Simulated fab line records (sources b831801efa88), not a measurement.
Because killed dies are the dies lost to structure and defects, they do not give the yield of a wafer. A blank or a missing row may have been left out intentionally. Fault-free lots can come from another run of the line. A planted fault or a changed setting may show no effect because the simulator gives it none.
fab line records | flow gf180mcu
record: lots: 12 wafers: 36 lastDay: 34
route steps=602 shown LVPWELL@63 HV_LDD@231 CONTACT@289 M1@331
lots that met no fault: taken from a fault-free run of the same line
startH: the number of hours between the record's first day and the start of the first shown wafer of the lot | waitH: hours since the lot's step before | " as in the row above | L1.1+2: a single row standing in for several wafers | - no value, or no start was given | * or withheld: withheld | < > ~ a bound
route shown NAME@n: NAME is a module with steps in the file, n the number in the route of the first one | usual: average and standard deviation across the fault-free wafers | same: alike in all rows | chamber/n: place in a boat | sites: the reading at each site | _std_site: standard deviation across them | _edge_site: outer sites' mean less inner sites' | radiusMm: how far each site lies from the wafer's centre | mask NAME#n: copy n | behind: the last tool/chamber to shape the wafer | hold: the reason the lot was held/the length of the hold in hours/how it ended | device: names the non-switching transistor (n, p or np) | end of line: the tests these same wafers got at the end of their route | step lacking rows: just its recipe | killed: dies that structure and defects cost at the first sort, which is not the same as the wafer's yield | map: the dies of a wafer, with x for killed, . for not killed, _ for no die there
set.NAME: the setting as run; set.NAME@STEP: as run at that earlier step | model.NAME: the simulator's own value behind a step, which no gauge read
route steps across a sampled set of lots; one table per step, one row per wafer
services: a tool's chamber out of use, with start hour (startH, from the record's first day; less than 0 if before it), hours out, and reason
== steps ==
step: GF_LVPWELL_IMPLANT_09
recipe: species: B energyKev: 60 doseCm2: 5e+12 tiltDeg: 0
usual: doseIonsCm2: 5e+12/5.4e+09 faradayCurrentUA: 28.2/0.55
same: implantIonAmu: 11
columns lot.wafer tool chamber startH waitH doseIonsCm2 faradayCurrentUA
L384.3 implanter-04 0 69.96 0.1 5.002e+12 27.9
L384.4 " 0 " " 5.003e+12 29.0
L384.5 " 0 " " 4.997e+12 28.4
L387.1 implanter-03 0 86.90 0.1 5e+12 28.7
L387.3 " 0 " " 4.999e+12 29.3
L387.5 " 0 " " 5.003e+12 28.4
L389.1 implanter-03 0 97.91 0.1 5.001e+12 27.5
L389.4 " 0 " " 5.008e+12 29.0
L389.6 " 0 " " 5.002e+12 28.2
L391.2 implanter-04 0 111.04 0.1 5e+12 28.5
L391.3 " 0 " " 5.004e+12 28.1
L391.6 " 0 " " 4.998e+12 28.1
L392.3 implanter-02 0 114.50 0.1 5.002e+12 29.0
L392.4 " 0 " " 5.004e+12 27.8
L392.6 " 0 " " 4.991e+12 27.6
L396.1 implanter-04 0 136.21 0.1 3.371e+12 19.1
L396.2 " 0 " " 3.367e+12 19.4
L396.5 " 0 " " 3.377e+12 19.9
L397.2 implanter-04 0 141.97 0.1 3.378e+12 18.9
L397.3 " 0 " " 3.382e+12 18.7
L397.6 " 0 " " 3.383e+12 18.8
L400.2 implanter-02 0 157.38 0.1 4.993e+12 27.5
L400.4 " 0 " " 5.005e+12 27.5
L400.5 " 0 " " 5.004e+12 27.9
L402.1 implanter-02 0 170.56 0.1 4.998e+12 28.3
L402.2 " 0 " " 4.994e+12 28.0
L402.3 " 0 " " 4.988e+12 27.7
L404.2 implanter-03 0 179.74 0.1 5.005e+12 28.1
L404.3 " 0 " " 4.994e+12 27.7
L404.4 " 0 " " 4.997e+12 28.9
L405.1 implanter-02 0 199.51 0.1 5.003e+12 29.2
L405.2 " 0 " " 5.003e+12 28.1
L405.6 " 0 " " 5e+12 28.4
L407.1 implanter-03 0 204.01 0.1 4.996e+12 28.0
L407.2 " 0 " " 5.009e+12 29.7
L407.3 " 0 " " 5.001e+12 29.3
step: GF_LVPWELL_TW_MEAS_11
usual: LVPWELL_TW: 565.8/2.5
columns lot.wafer tool chamber startH waitH LVPWELL_TW
L384.3 filmMetro-04 - 70.18 0.1 565.3
L384.4 " - " " 568.3
L384.5 " - " " 564.1
L387.1 filmMetro-04 - 87.15 0.1 564.3
L387.3 " - " " 565.2
L387.5 " - " " 564.5
L389.1 filmMetro-04 - 98.16 0.1 567.3
L389.4 " - " " 569.7
L389.6 " - " " 567.6
L391.2 filmMetro-03 - 111.27 0.1 563.5
L391.3 " - " " 563.2
L391.6 " - " " 564.0
L392.3 filmMetro-03 - 114.72 0.1 564.5
L392.4 " - " " 564.7
L392.6 " - " " 563.0
L396.1 filmMetro-04 - 136.46 0.1 558.0
L396.2 " - " " 559.3
L396.5 " - " " 557.2
L397.2 filmMetro-04 - 142.21 0.1 556.9
L397.3 " - " " 555.5
L397.6 " - " " 554.4
L400.2 filmMetro-04 - 157.62 0.1 566.3
L400.4 " - " " 567.7
L400.5 " - " " 565.9
L402.1 filmMetro-04 - 170.81 0.1 569.3
L402.2 " - " " 567.1
L402.3 " - " " 572.3
L404.2 filmMetro-03 - 179.97 0.1 568.0
L404.3 " - " " 562.6
L404.4 " - " " 566.2
L405.1 filmMetro-03 - 199.76 0.1 566.0
L405.2 " - " " 563.2
L405.6 " - " " 564.1
L407.1 filmMetro-04 - 204.26 0.1 566.0
L407.2 " - " " 565.5
L407.3 " - " " 564.7
step: GF_VT_IMPLANT_RS_MEAS_48
recipe: thkMeasGauge: four-point-probe
usual: LVPWELL_RS: 1197.5/2.6
columns lot.wafer tool chamber startH waitH LVPWELL_RS[ohm/sq]
L384.3 filmMetro-04 - 158.98 0.1 1192.6
L384.4 " - " " 1192.8
L384.5 " - " " 1193.3
L387.1 filmMetro-03 - 177.95 0.1 1198.0
L387.3 " - " " 1197.2
L387.5 " - " " 1196.1
L389.1 filmMetro-03 - 192.69 0.1 1202.0
L389.4 " - " " 1198.0
L389.6 " - " " 1200.8
L391.2 filmMetro-03 - 207.91 0.1 1200.7
L391.3 " - " " 1199.8
L391.6 " - " " 1204.0
L392.3 filmMetro-04 - 212.89 0.1 1192.5
L392.4 " - " " 1198.8
L392.6 " - " " 1192.8
L396.1 filmMetro-03 - 239.14 0.1 1276.9
L396.2 " - " " 1278.5
L396.5 " - " " 1278.2
L397.2 filmMetro-04 - 245.46 0.1 1276.9
L397.3 " - " " 1277.1
L397.6 " - " " 1280.0
L400.2 filmMetro-04 - 264.56 0.1 1197.8
L400.4 " - " " 1197.2
L400.5 " - " " 1198.3
L402.1 filmMetro-02 - 277.16 0.1 1194.8
L402.2 " - " " 1195.4
L402.3 " - " " 1191.0
L404.2 filmMetro-02 - 289.31 0.1 1196.9
L404.3 " - " " 1200.8
L404.4 " - " " 1200.5
L405.1 filmMetro-04 - 313.65 0.1 1193.6
L405.2 " - " " 1194.2
L405.6 " - " " 1195.9
L407.1 filmMetro-04 - 317.97 0.1 1198.7
L407.2 " - " " 1196.1
L407.3 " - " " 1198.5
step: GF_HV_LDD_THK_MEAS_55
recipe: reads: SiO2_of_HV_LDD_CVD_54
usual: HV_LDD_CVD_54_THK: 10.00/0.13
columns lot.wafer tool chamber startH waitH HV_LDD_CVD_54_THK[nm]
L384.3 filmMetro-03 - 274.66 0.0 9.81
L384.4 " - " " 9.81
L384.5 " - " " 9.85
L387.1 filmMetro-04 - 296.98 0.0 9.89
L387.3 " - " " 10.00
L387.5 " - " " 9.90
L389.1 filmMetro-03 - 317.51 0.0 10.17
L389.4 " - " " 10.03
L389.6 " - " " 10.11
L391.2 filmMetro-03 - 333.95 0.0 10.02
L391.3 " - " " 9.88
L391.6 " - " " 9.86
L392.3 filmMetro-04 - 340.02 0.0 10.10
L392.4 " - " " 9.83
L392.6 " - " " 9.90
L396.1 filmMetro-03 - 368.08 0.0 9.79
L396.2 " - " " 9.83
L396.5 " - " " 9.91
L397.2 filmMetro-02 - 382.95 0.0 10.00
L397.3 " - " " 9.99
L397.6 " - " " 10.03
L400.2 filmMetro-02 - 400.73 0.0 10.06
L400.4 " - " " 9.97
L400.5 " - " " 9.88
L402.1 filmMetro-04 - 417.38 0.0 9.90
L402.2 " - " " 10.07
L402.3 " - " " 9.97
L404.2 filmMetro-04 - 431.73 0.0 10.05
L404.3 " - " " 10.03
L404.4 " - " " 10.06
L405.1 filmMetro-03 - 461.54 0.0 10.00
L405.2 " - " " 9.98
L405.6 " - " " 10.06
L407.1 filmMetro-03 - 467.14 0.2 10.05
L407.2 " - " " 10.07
L407.3 " - " " 10.25
step: GF_CONTACT_CVD_02
recipe: material: SiO2 targetThkNm: 860 precursor: TEOS tempC: 400 timeS: 95.992 rfW: 600
usual: heaterPowerW: 726/100 rfFwdPowerW: 596.5/2
columns lot.wafer tool chamber startH waitH heaterPowerW rfFwdPowerW
L384.3 pecvd-02 2 339.69 0.0 652 596.9
L384.4 " 2 " " 537 596.0
L384.5 " 1 " " 802 595.9
L387.1 pecvd-02 2 364.81 0.1 622 596.3
L387.3 " 1 " " 737 597.7
L387.5 " 2 " " 668 596.8
L389.1 pecvd-01 1 387.48 0.1 711 593.9
L389.4 " 1 " " 755 595.0
L389.6 " 0 " " 637 597.2
L391.2 pecvd-04 1 405.58 0.0 883 595.2
L391.3 " 0 " " 804 596.5
L391.6 " 0 " " 663 595.2
L392.3 pecvd-04 1 412.10 0.0 823 594.5
L392.4 " 1 " " 883 595.4
L392.6 " 2 " " 572 595.5
L396.1 pecvd-01 0 442.89 0.1 621 597.1
L396.2 " 1 " " 691 592.9
L396.5 " 0 " " 524 597.2
L397.2 pecvd-02 1 458.55 0.0 841 597.4
L397.3 " 2 " " 656 599.6
L397.6 " 1 " " 884 599.3
L400.2 pecvd-02 2 475.63 0.0 743 597.3
L400.4 " 1 " " 807 596.8
L400.5 " 2 " " 588 598.4
L402.1 pecvd-04 2 495.93 0.1 502 595.3
L402.2 " 1 " " 956 596.5
L402.3 " 0 " " 803 594.7
L404.2 pecvd-04 2 508.22 0.0 620 594.8
L404.3 " 0 " " 668 597.8
L404.4 " 0 " " 759 594.5
L405.1 pecvd-04 1 535.68 0.1 924 592.4
L405.2 " 0 " " 724 594.2
L405.6 " 0 " " 753 594.2
L407.1 pecvd-02 2 541.54 0.1 685 597.5
L407.2 " 0 " " 655 600.4
L407.3 " 1 " " 825 594.9
step: GF_M1_METAL_ETCH_16
recipe: chemistry: Cl2/BCl3 maskMaterial: KrF targetDepthNm: 627.5 stopOn: SiO2 pressureMtorr: 8 icpW: 800 biasW: 140 Cl2_flow_sccm: 80 bcl3FlowSccm: 40 timeS: 104.6
usual: bcl3FlowSccm: 40.03/0.13 drypumpMotorCurrentA: 5.6/0.36 oesProductAu: 0.967/0.0066 rfFwdPowerW: 796.0/2.1 throttleValvePct: 28.255/0.011
columns lot.wafer tool chamber startH waitH bcl3FlowSccm drypumpMotorCurrentA oesProductAu rfFwdPowerW rfHoursCounterH throttleValvePct
L384.3 rieMetal-04 0 386.90 0.1 40.05 5.7 0.965 797.8 - 28.263
L384.4 " 1 " " 40.08 5.6 0.961 796.3 - 28.255
L384.5 " 0 " " 40.05 5.7 0.952 794.6 - 28.277
L387.1 rieMetal-01 0 413.06 0.0 40.20 6.0 0.958 799.2 3 28.258
L387.3 " 0 " " 40.26 5.9 0.972 795.2 - 28.264
L387.5 " 1 " " 39.97 5.7 0.975 797.2 - 28.244
L389.1 rieMetal-04 0 436.81 0.0 40.12 5.7 0.960 796.5 3 28.265
L389.4 " 0 " " 40.13 5.7 0.968 797.6 - 28.276
L389.6 " 0 " " 39.99 5.7 0.968 797.2 - 28.240
L391.2 rieMetal-04 1 455.86 0.0 39.96 5.6 0.960 793.1 10 28.249
L391.3 " 0 " " 40.14 5.7 0.959 794.4 - 28.262
L391.6 " 0 " " 40.06 5.7 0.972 795.8 - 28.237
L392.3 rieMetal-03 1 463.31 0.1 39.86 5.7 0.970 792.7 - 28.247
L392.4 " 0 " " 40.09 4.8 0.972 794.6 - 28.274
L392.6 " 1 " " 39.99 5.7 0.977 791.2 - 28.236
L396.1 rieMetal-04 1 494.36 0.0 40.02 5.6 0.969 790.2 10 28.255
L396.2 " 0 " " 39.99 5.7 0.970 794.8 4 28.241
L396.5 " 1 " " 39.98 5.5 0.959 795.3 - 28.267
L397.2 rieMetal-01 0 509.31 0.0 40.10 6.0 0.969 794.8 5 28.258
L397.3 " 1 " " 40.34 5.7 0.966 792.7 - 28.258
L397.6 " 1 " " 39.98 5.7 0.961 795.5 - 28.269
L400.2 rieMetal-03 0 524.48 0.0 40.10 4.8 0.966 796.4 1 28.258
L400.4 " 1 " " 40.13 5.8 0.964 795.2 - 28.264
L400.5 " 1 " " 40.12 5.8 0.969 795.1 - 28.246
L402.1 rieMetal-04 0 544.91 0.0 40.14 5.7 0.962 799.1 5 28.259
L402.2 " 1 " " 40.09 5.6 0.955 793.2 12 28.262
L402.3 " 1 " " 40.00 5.6 0.963 795.0 - 28.267
L404.2 rieMetal-03 0 556.68 0.0 39.89 4.8 0.972 796.6 1 28.249
L404.3 " 0 " " 39.92 4.8 0.962 795.6 - 28.260
L404.4 " 1 " " 40.00 5.8 0.967 797.7 - 28.239
L405.1 rieMetal-04 0 585.22 0.0 40.16 5.7 0.960 799.2 6 28.264
L405.2 " 0 " " 40.01 5.7 0.975 795.6 - 28.246
L405.6 " 0 " " 40.12 5.7 0.963 796.8 - 28.259
L407.1 rieMetal-04 0 588.10 0.0 40.15 5.7 0.975 796.2 7 28.251
L407.2 " 0 " " 40.14 5.7 0.981 795.2 - 28.242
L407.3 " 0 " " 39.95 5.7 0.977 794.5 - 28.231
== services ==
columns tool chamber startH hours kind
implanter-03 - 57.05 5.2 repair
implanter-02 - 57.42 1.5 repair
implanter-03 - 62.29 4.8 pm
implanter-03 - 69.40 3.2 pm
implanter-04 - 71.02 1.9 repair
pecvd-02 - 75.02 1.3 repair
implanter-02 - 75.79 3.7 pm
implanter-04 - 92.32 1.9 repair
pecvd-04 - 118.34 1.7 repair
implanter-04 - 122.53 5.3 pm
implanter-03 - 149.00 1.3 repair
pecvd-04 - 160.62 14.0 pm
pecvd-02 0 173.01 12.4 repair
pecvd-02 1 203.17 5.3 repair
rieMetal-04 - 292.09 0.3 repair
pecvd-02 2 303.98 30.7 repair
pecvd-02 - 357.36 0.2 repair
pecvd-02 - 368.88 14.0 pm
pecvd-04 0 378.93 12.2 repair
pecvd-04 0 412.46 6.4 repair
pecvd-02 2 431.42 5.3 repair
pecvd-04 - 448.72 6.0 pm
rieMetal-04 - 550.44 0.4 repair
pecvd-04 2 586.22 9.3 repair
== key ==
firstSign: step: GF_LVPWELL_IMPLANT_09 reading: doseIonsCm2 direction: down sigmas: 99+ usual: 5e+12 struck: 3.376e+12
effect: step: GF_LVPWELL_IMPLANT_09 reading: faradayCurrentUA direction: down sigmas: 16 usual: 28.2 struck: 19.1
effect: step: GF_LVPWELL_TW_MEAS_11 reading: LVPWELL_TW direction: down sigmas: 3.6 usual: 565.8 struck: 556.9
effect: step: GF_VT_IMPLANT_RS_MEAS_48 reading: LVPWELL_RS direction: up sigmas: 31 usual: 1197.5 struck: 1278.0
metAt GF_LVPWELL_IMPLANT_09
struckLots L396,L397
testerLeftOut L396,L397
notActingAt GF_HV_LDD_THK_MEAS_55,GF_CONTACT_CVD_02,GF_M1_METAL_ETCH_16
onsetBetween 111.04 136.21
fault: kind: processParameterDrift tool: implanter-04 chamber: - onsetH: 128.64 steps: GF_LVPWELL_IMPLANT_09 channel: doseCm2 offset: -1.6254e+12 shape: step endH: 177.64 actsIn: theseRecipesOnly stated: 5e+12
testerLeftOut: of these lots the tester's yield and bins aren't shown, on N5 and GAA mostly nor the transistor test; their killed dies are dies lost to structure and defects alone, not to doping, threshold or leakage, so they don't give the yield
